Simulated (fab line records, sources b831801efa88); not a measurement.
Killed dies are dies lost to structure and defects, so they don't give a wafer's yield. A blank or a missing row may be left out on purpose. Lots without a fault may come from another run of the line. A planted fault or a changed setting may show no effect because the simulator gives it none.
fab line records | flow sky130
record lots=6 wafers=18 last_day=50
route steps=708 shown VIA2@516 METAL3@532 PAD_OPEN@708
lots that met no fault: from a run of the same line without faults
start_h: hours from the record's first day to the start of the lot's first wafer shown | wait_h: hours since the lot's step before | " the same as in the row above | L1.1+2: a row that stands for several wafers | - no value, or no start given | * or withheld: withheld | < > ~ a bound
route shown NAME@n: a module of which the file shows steps, and the number in the route of the first | usual: mean/standard deviation of fault-free wafers | same: alike in all rows | chamber/n: place in a boat | sites: the reading at each site | _std_site: their standard deviation | _edge_site: outer sites' mean less inner sites' | radius_mm: how far each site lies from the wafer's centre | mask NAME#n: copy n | behind: the tool/chamber that last shaped the wafer | hold: why the lot was held/for how many hours/how that ended | device: the transistor (n, p or np) that didn't switch | end of line: the same wafers' tests at the end of the route | a step without rows: its recipe alone | killed: dies lost to structure and defects at the first sort, not the wafer's yield | map: a wafer's dies, x killed, . not, _ none there
set.NAME: the setting as run; set.NAME@STEP: as run at that earlier step | model.NAME: the simulator's own value behind a step, which no gauge read
lots at some steps of the route; a table a step, a row a wafer
services: from which hour (start_h, from the record's first day; less than 0 if before it) a tool's chamber was out of use, for how many hours, and why
## steps
# step SKY_VIA2_EXPOSE_09
# recipe mask_id=VIM2 na=0.8 source_shape=annular sigma_inner=0.55 sigma_outer=0.85 target_cd_nm=200 dose_mj=38
# step SKY_VIA2_PEB_10
# recipe peb_temp_c=withheld peb_time_s=withheld resist=KrF-thick
# step SKY_VIA2_DEVELOP_11
# recipe develop_time_s=60 resist=KrF-thick dev_temp_c=21.66
# step SKY_VIA2_CD_MEAS_12
# recipe target_cd_nm=200
# usual cd_nm=200.3/1.2
# columns lot.wafer tool chamber start_h wait_h cd_nm
L784.1 cd_sem-01 - 867.78 - 199.9
L784.2 " - " " 200.4
L784.5 " - " " 200.2
L785.1 cd_sem-02 - 870.03 - 201.7
L785.2 " - " " 201.2
L785.5 " - " " 201.1
L796.3 cd_sem-01 - 946.97 - 199.1
L796.5 " - " " 199.2
L796.6 " - " " 198.6
L797.3 cd_sem-02 - 958.63 - 199.7
L797.4 " - " " 200.4
L797.5 " - " " 199.0
L800.1 cd_sem-01 - 975.43 - 201.5
L800.2 " - " " 200.7
L800.5 " - " " 201.5
L804.2 cd_sem-02 - 1011.25 - 200.1
L804.4 " - " " 201.2
L804.5 " - " " 199.3
# step SKY_VIA2_OVL_MEAS_13
# usual VIA2_OVL=1/5.1
# columns lot.wafer tool chamber start_h wait_h VIA2_OVL[nm]
L784.1 overlay-01 - 867.90 0.1 5
L784.2 " - " " 0
L784.5 " - " " 3
L785.1 overlay-02 - 870.15 0.1 8
L785.2 " - " " 6
L785.5 " - " " 6
L796.3 overlay-01 - 947.06 0.1 2
L796.5 " - " " 1
L796.6 " - " " 4
L797.3 overlay-01 - 958.72 0.1 -1
L797.4 " - " " -5
L797.5 " - " " -5
L800.1 overlay-01 - 975.55 0.1 4
L800.2 " - " " -5
L800.5 " - " " 0
L804.2 overlay-02 - 1011.36 0.1 5
L804.4 " - " " 15
L804.5 " - " " 14
# step SKY_VIA2_ETCH_14
# recipe chemistry=N2/H2 target=BARC ion_energy_ev=200 source_w=500 bias_w=100 pressure_mtorr=30 n2_flow_sccm=100 h2_flow_sccm=200 stop_on=SiO2 time_s=45.9 target_depth_a=600
# usual drypump_motor_current_A=5.6/0.46 n2_flow_sccm=100.0/0.3 oes_product_au=0.854/0.0047 throttle_valve_pct=13.223/0.0085
# columns lot.wafer tool chamber start_h wait_h drypump_motor_current_A n2_flow_sccm oes_product_au rf_hours_counter_h throttle_valve_pct
L784.1 rie_diel-02 1 867.94 0.0 4.9 99.5 0.862 16 13.227
L784.2 " 0 " " 5.2 99.9 0.861 1 13.210
L784.5 " 0 " " 5.2 100.0 0.858 - 13.222
L785.1 rie_diel-01 3 870.19 0.0 6.0 100.1 0.861 11 13.237
L785.2 " 1 " " 6.1 99.9 0.848 13 13.225
L785.5 " 3 " " 6.1 100.1 0.853 - 13.232
L796.3 rie_diel-02 2 947.09 0.0 6.4 99.5 0.849 17 13.217
L796.5 " 3 " " 5.9 99.2 0.856 - 13.211
L796.6 " 2 " " 6.4 99.7 0.852 - 13.220
L797.3 rie_diel-01 2 958.75 0.0 5.4 100.1 0.851 17 13.220
L797.4 " 0 " " 5.5 100.0 0.847 4 13.222
L797.5 " 3 " " 6.1 100.3 0.852 - 13.218
L800.1 rie_diel-02 0 975.59 0.0 5.2 99.9 0.852 4 13.236
L800.2 " 3 " " 5.9 99.6 0.853 7 13.234
L800.5 " 2 " " 6.4 99.8 0.860 - 13.211
L804.2 rie_diel-01 1 1011.39 0.0 6.1 100.2 0.858 18 13.238
L804.4 " 3 " " 6.1 100.3 0.857 16 13.226
L804.5 " 0 " " 5.5 99.9 0.850 - 13.215
# step SKY_VIA2_ETCH_15
# recipe target=SiO2 chemistry=C4F8/O2/Ar target_depth_nm=546 stop_on=TiN mask_material=KrF-thick source_w=1500 bias_w=1200 pressure_mtorr=40 c4f8_flow_sccm=withheld O2_flow_sccm=6 Ar_flow_sccm=300 time_s=84
# usual oes_product_au=0.939/0.0045
# columns lot.wafer tool chamber start_h wait_h oes_product_au rf_hours_counter_h
L784.1 rie_diel-02 1 867.98 0.0 0.939 16
L784.2 " 0 " " 0.950 1
L784.5 " 0 " " 0.942 -
L785.1 rie_diel-01 3 870.23 0.0 0.943 11
L785.2 " 1 " " 0.939 13
L785.5 " 3 " " 0.938 -
L796.3 rie_diel-02 2 947.13 0.0 0.937 17
L796.5 " 3 " " 0.946 -
L796.6 " 2 " " 0.947 -
L797.3 rie_diel-01 2 958.79 0.0 0.938 17
L797.4 " 0 " " 0.934 4
L797.5 " 3 " " 0.936 -
L800.1 rie_diel-02 0 975.63 0.0 0.936 4
L800.2 " 3 " " 0.935 7
L800.5 " 2 " " 0.940 -
L804.2 rie_diel-01 1 1011.43 0.0 0.943 18
L804.4 " 3 " " 0.934 16
L804.5 " 0 " " 0.941 -
# step SKY_VIA2_STRIP_16
# recipe chemistry=O2/N2 power_w=1400 pressure_mtorr=1500 platen_temp_c=withheld o2_flow_sccm=3000 n2_flow_sccm=300 overash_fraction=0.5
# usual drypump_motor_current_A=5.7/0.31 n2_flow_sccm=300.0/0.82 oes_product_au=0.399/0.0049 strip_time_to_endpoint_s=4.06/0.042
# columns lot.wafer tool chamber start_h wait_h drypump_motor_current_A n2_flow_sccm oes_product_au rf_hours_counter_h strip_time_to_endpoint_s
L784.1 plasma_asher-03 1 868.04 0.0 5.6 299.8 0.402 67 4.11
L784.2 " 0 " " 5.5 299.6 0.405 67 4.09
L784.5 " 1 " " 5.6 298.8 0.401 - 4.08
L785.1 plasma_asher-01 1 870.29 0.0 5.9 299.2 0.398 44 4.12
L785.2 " 0 " " 6.2 301.1 0.401 44 4.07
L785.5 " 1 " " 5.9 299.0 0.405 - 4.10
L796.3 plasma_asher-04 1 947.23 0.1 5.1 300.7 0.399 - 4.03
L796.5 " 1 " " 5.1 299.8 0.404 - 4.07
L796.6 " 0 " " 5.6 300.4 0.389 - 4.05
L797.3 plasma_asher-03 0 958.89 0.1 5.4 299.2 0.398 - 4.06
L797.4 " 1 " " 5.6 299.6 0.398 - 4.00
L797.5 " 1 " " 5.6 299.1 0.402 - 4.10
L800.1 plasma_asher-04 0 975.69 0.0 5.6 301.5 0.405 21 4.06
L800.2 " 1 " " 5.1 298.7 0.401 21 4.08
L800.5 " 0 " " 5.6 301.5 0.398 - 4.10
L804.2 plasma_asher-03 0 1011.49 0.0 5.5 298.0 0.397 85 4.08
L804.4 " 0 " " 5.5 298.1 0.403 - 4.11
L804.5 " 1 " " 5.6 300.4 0.394 - 4.00
# step SKY_VIA2_STRIP_17
# recipe chemistry=post_etch_residue_remover time_s=1200 temp_c=72.5
# step SKY_VIA2_CLEAN_18
# recipe chemistry=IPA time_s=180 temp_c=25
# step SKY_VIA2_CLEAN_19
# recipe chemistry=O3/DIW dry=n2_spin
# step SKY_VIA2_SPUTTER_20
# recipe material=TiN target_thk_nm=20 chamber_pressure_pa=5 power_w=4000 time_s=80
# usual throttle_valve_pct=30.1/1.2
# columns lot.wafer tool chamber start_h wait_h throttle_valve_pct
L784.1 pvd_sputter-03 - 868.70 0.0 31.0
L784.2 " - " " 29.8
L784.5 " - " " 31.2
L785.1 pvd_sputter-03 - 870.93 0.0 29.9
L785.2 " - " " 28.4
L785.5 " - " " 28.4
L796.3 pvd_sputter-03 - 947.82 0.0 29.7
L796.5 " - " " 29.6
L796.6 " - " " 28.5
L797.3 pvd_sputter-03 - 959.45 0.0 30.0
L797.4 " - " " 30.8
L797.5 " - " " 31.3
L800.1 pvd_sputter-01 - 976.35 0.0 31.2
L800.2 " - " " 29.8
L800.5 " - " " 30.0
L804.2 pvd_sputter-01 - 1012.22 0.0 29.7
L804.4 " - " " 29.9
L804.5 " - " " 28.0
# step SKY_VIA2_CVD_21
# recipe material=W target_thk_nm=420 time_s=126.4 temp_c=400 pressure_torr=40
# usual heater_power_w=889/98
# columns lot.wafer tool chamber start_h wait_h heater_power_w model.W_of_VIA2_CVD_21.thk_nm
L784.1 cvd_w-01 0 868.76 0.0 923 423.6
L784.2 " 1 " " 780 440
L784.5 " 1 " " 778 437.2
L785.1 cvd_w-02 0 870.99 0.0 1017 423.1
L785.2 " 1 " " 911 433.9
L785.5 " 0 " " 989 424.2
L796.3 cvd_w-02 0 947.93 0.1 1041 558.5
L796.5 " 0 " " 1006 555
L796.6 " 1 " " 913 562
L797.3 cvd_w-02 1 959.55 0.1 907 564.5
L797.4 " 0 " " 1032 556.4
L797.5 " 0 " " 1018 558.6
L800.1 cvd_w-01 0 976.42 0.0 875 418.4
L800.2 " 1 " " 742 442
L800.5 " 0 " " 894 418.7
L804.2 cvd_w-01 0 1012.28 0.0 890 418.2
L804.4 " 0 " " 882 421.7
L804.5 " 0 " " 880 420.4
# step SKY_VIA2_RS_MEAS_22
# recipe thk_meas_gauge=four-point-probe reads=W_of_VIA2_CVD_21+TiN_of_VIA2_SPUTTER_20
# usual VIA2_W_RS=0.267/0.0049
# columns lot.wafer tool chamber start_h wait_h VIA2_W_RS[ohm/sq]
L784.1 film_metro-01 - 868.89 0.1 0.269
L784.2 " - " " 0.260
L784.5 " - " " 0.261
L785.1 film_metro-01 - 871.12 0.1 0.270
L785.2 " - " " 0.264
L785.5 " - " " 0.269
L796.3 film_metro-03 - 948.05 0.1 0.205
L796.5 " - " " 0.206
L796.6 " - " " 0.203
L797.3 film_metro-01 - 959.68 0.1 0.202
L797.4 " - " " 0.204
L797.5 " - " " 0.204
L800.1 film_metro-04 - 976.55 0.1 0.273
L800.2 " - " " 0.259
L800.5 " - " " 0.273
L804.2 film_metro-01 - 1012.43 0.1 0.274
L804.4 " - " " 0.271
L804.5 " - " " 0.271
# step SKY_VIA2_THK_MEAS_23
# recipe thk_meas_gauge=xrf reads=W_of_VIA2_CVD_21
# usual VIA2_W_THK=433/8.4
# columns lot.wafer tool chamber start_h wait_h VIA2_W_THK[nm]
L784.1 film_metro-01 - 869.01 0.1 427
L784.2 " - " " 443
L784.5 " - " " 439
L785.1 film_metro-01 - 871.24 0.1 426
L785.2 " - " " 438
L785.5 " - " " 428
L796.3 film_metro-03 - 948.15 0.1 569
L796.5 " - " " 565
L796.6 " - " " -
L797.3 film_metro-01 - 959.78 0.1 -
L797.4 " - " " 559
L797.5 " - " " 561
L800.1 film_metro-04 - 976.67 0.1 424
L800.2 " - " " 448
L800.5 " - " " 426
L804.2 film_metro-01 - 1012.54 0.1 423
L804.4 " - " " 424
L804.5 " - " " 424
# step SKY_VIA2_CMP_24
# recipe stop_on=SiO2 t_overpolish_s=20 down_force_psi=3.5 platen_rpm=60 target_thk_nm=0 pad_velocity_m_s=0.94248
# usual head_pressure_psi=3.500/0.0077 motor_current_A=10.4/0.81 platen_rpm=60.00/0.047 time_to_endpoint_s=102/5.7
# columns lot.wafer tool chamber start_h wait_h head_pressure_psi motor_current_A platen_rpm time_to_endpoint_s
L784.2 cmp-01 2 869.07 0.0 3.507 9.4 59.96 97
L784.1 " 3 " " 3.498 10.3 60.00 104
L784.5 " 3 " " 3.496 10.5 60.04 111
L785.1 cmp-02 1 871.40 0.1 3.492 10.5 60.08 109
L785.2 " 2 " " 3.500 9.4 60.05 106
L785.5 " 0 " " 3.503 11.0 59.99 98
L796.3 cmp-02 0 948.34 0.2 3.504 11.2 60.07 130
L796.6 " 1 " " 3.491 11.1 59.98 145
L796.5 " 2 " " 3.490 9.7 60.04 138
L797.4 cmp-02 1 959.82 0.0 3.497 11.1 59.96 144
L797.3 " 3 " " 3.505 10.6 59.94 140
L797.5 " 2 " " 3.488 9.2 60.06 139
L800.1 cmp-01 0 976.78 0.1 3.493 11.3 60.00 97
L800.2 " 1 " " 3.497 10.9 60.00 102
L800.5 " 3 " " 3.501 10.3 59.98 96
L804.2 cmp-01 3 1012.71 0.2 3.510 10.5 59.95 93
L804.4 " 1 " " 3.499 11.0 59.99 101
L804.5 " 3 " " 3.512 10.4 59.98 95
# step SKY_METAL3_SPUTTER_00
# recipe material=Ti target_thk_nm=15 power_w=3000 time_s=10 chamber_pressure_pa=0.4
# usual throttle_valve_pct=30.0/1.2
# columns lot.wafer tool chamber start_h wait_h throttle_valve_pct
L784.1 pvd_sputter-03 - 869.37 0.2 28.7
L784.2 " - " " 29.8
L784.5 " - " " 29.7
L785.1 pvd_sputter-02 - 871.60 0.1 31.3
L785.2 " - " " 28.7
L785.5 " - " " 29.0
L796.3 pvd_sputter-04 - 948.49 0.1 31.3
L796.5 " - " " 28.8
L796.6 " - " " 28.7
L797.3 pvd_sputter-04 - 960.12 0.1 30.8
L797.4 " - " " 28.9
L797.5 " - " " 28.9
L800.1 pvd_sputter-03 - 977.03 0.2 31.2
L800.2 " - " " 31.0
L800.5 " - " " 30.1
L804.2 pvd_sputter-02 - 1013.01 0.2 29.1
L804.4 " - " " 32.3
L804.5 " - " " 28.9
# step SKY_PAD_OPEN_PROBE_99
# usual defect_limited_yield=82.5/1.8 killed_at_M0_to_M3=43/6.6 killed_at_M4_up=2.9/1.8 killed_at_contacts=25/5.3 killed_at_front_end=15/4.1 killed_at_other=0.3/0.6 killed_dies=86/8.8 killed_open=47/6.7 killed_short=39/6.2 sort_bin_3_pad_short=0.9/0.44 sort_bin_5_function=10.3/1.6 sort_bin_6_memory=6.3/1 sort_n_pass=406/8.8 sort_yield_pct=82.5/1.8
# same gross_dies=492 killed_at_back_side=0 sort_bin_4_leakage[%]=0 sort_bin_8_speed[%]=0
# columns lot.wafer tool chamber start_h wait_h defect_limited_yield[%] killed_at_M0_to_M3 killed_at_M4_up killed_at_contacts killed_at_front_end killed_at_other killed_dies killed_open killed_short sort_bin_3_pad_short[%] sort_bin_5_function[%] sort_bin_6_memory[%] sort_n_pass sort_yield_pct[%]
L800.1 prober-01 - 1176.52 0.1 81.1 51 6 30 5 1 93 57 36 0.4 13.6 4.9 399 81.1
L800.2 prober-01 - 1176.57 0.1 83.9 38 3 21 17 0 79 48 31 0.4 9.1 6.5 413 83.9
L800.5 prober-01 - 1176.72 0.2 82.1 44 3 28 13 0 88 54 33 0.6 11.4 5.9 404 82.1
# killed by level:class
L800.1 VIA1:geometric_particle:open=12 CONTACT:geometric_particle:open=9 VIA3:geometric_particle:open=9 LI_CONTACT:geometric_particle:open=7 VIA2:geometric_particle:open=7 LOCAL_INTERCONNECT:geometric_particle:short=6 VIA1:geometric_particle:short=6 METAL4:geometric_particle:short=4
L800.2 VIA1:geometric_particle:open=14 CONTACT:geometric_particle:open=9 SPACER:geometric_particle:open=6 VIA3:geometric_particle:open=5 CONTACT:geometric_particle:short=4 LI_CONTACT:geometric_particle:open=4 METAL1:geometric_particle:short=4 POLY_CUT:geometric_particle:open=3
L800.5 CONTACT:geometric_particle:open=14 VIA1:geometric_particle:open=12 LI_CONTACT:geometric_particle:open=7 VIA2:geometric_particle:open=7 METAL2:geometric_particle:short=6 SPACER:geometric_particle:open=5 VIA1:geometric_particle:short=5 METAL3:geometric_particle:short=4
## services
# columns tool chamber start_h hours kind
rie_diel-02 2 852.59 4.1 repair
cmp-01 - 854.20 1.3 repair
rie_diel-01 3 880.35 2.7 repair
cmp-02 - 883.33 2.3 repair
cmp-02 - 885.61 5.8 pm
rie_diel-01 0 897.34 15.9 repair
cmp-02 - 897.45 2.5 repair
cvd_w-02 1 900.02 12.1 repair
cmp-02 - 903.28 4.3 repair
cvd_w-01 - 904.00 14.0 pm
pvd_sputter-03 - 905.76 5.1 repair
cmp-01 - 912.00 4.0 pm
rie_diel-02 3 924.14 17.2 repair
cmp-01 - 924.26 0.3 repair
cmp-02 - 924.80 4.7 pm
cvd_w-02 - 930.87 1.4 repair
cmp-02 - 953.36 2.3 repair
cvd_w-01 - 956.95 1.1 repair
cmp-01 - 957.79 1.6 repair
cmp-01 - 959.43 6.8 repair
cmp-01 - 959.65 2.7 repair
rie_diel-02 1 959.73 44.3 repair
rie_diel-02 - 960.61 0.4 repair
rie_diel-02 - 966.72 0.3 repair
## key
first_sign step=SKY_VIA2_RS_MEAS_22 reading=VIA2_W_RS direction=down sigmas=13 usual=0.267 struck=0.204
effect step=SKY_VIA2_THK_MEAS_23 reading=VIA2_W_THK direction=up sigmas=16 usual=433 struck=563
effect step=SKY_VIA2_CMP_24 reading=time_to_endpoint_s direction=up sigmas=6.4 usual=* struck=*
model_effect step=SKY_VIA2_CVD_21 value=W_of_VIA2_CVD_21.thk_nm without=428.3 struck=559.2
met_at SKY_VIA2_CVD_21
struck_wafers L796.3,L796.5,L796.6,L797.3,L797.4,L797.5
onset_between 870.99 947.93
also_fits SKY_VIA2_SPUTTER_20:pvd_sputter-03
fault kind=process_parameter_drift tool=cvd_w-02 chamber=- onset_h=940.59 steps=SKY_VIA2_CVD_21 channel=target_thk_nm offset=130.23 shape=step end_h=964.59 acts_in=these_recipes_only stated=420
